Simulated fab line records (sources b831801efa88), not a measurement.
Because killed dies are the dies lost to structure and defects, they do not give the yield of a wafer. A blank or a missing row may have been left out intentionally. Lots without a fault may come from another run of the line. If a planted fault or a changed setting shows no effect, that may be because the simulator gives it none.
Matching of chambers | flow sky130 | 4 sister chambers for SKY_VIA3_CMP_02 on cmp-02
The step polishes SiO2. 4 wafers are shown with their chamber, then 8 later ones without.

== WAFERS PAIRED WITH THEIR CHAMBERS ==
wafer  | chamber | motor current A (A)
L677.1 | 2       | 11.6
L687.3 | 3       | 14.7
L687.5 | 0       | 9.3
L689.1 | 1       | 12.8

== WAFERS WHOSE CHAMBER IS MISSING ==
wafer  | motor current A (A)
L689.2 | 9.4
L689.3 | 11.8
L690.1 | 9.3
L690.4 | 14.7
L690.6 | 14.6
L691.3 | 13.1
L691.5 | 15.0
L691.6 | 12.3

== WHICH CHAMBER EACH WENT THROUGH ==
wafer  | from the rows above     | in truth
L689.2 | 0                       | 0
L689.3 | 2                       | 2
L690.1 | 0                       | 0
L690.4 | 3                       | 3
L690.6 | 3                       | 3
L691.3 | 1                       | 1
L691.5 | 3                       | 3
L691.6 | can't be placed: 1 or 2 | 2
7 of 8 placed correctly. Cannot be placed on the basis of these rows: 1; the candidates contain the true chamber in 1. Placed wrongly: 0.
How it was worked out, from the rows above alone: a wafer's distance from a chamber is the root of the sum, over the readings, of the square of ((its reading less the chamber's mean) divided by the reading's scatter). If the next closest chamber is less than 2 further off than the closest, the wafer can't be placed; otherwise it belongs to the closest. A chamber's mean is the mean of its shown wafers. The scatter (one wafer shown for each chamber): square how far every hidden wafer sits from the nearest shown wafer, average those squares and take the square root.
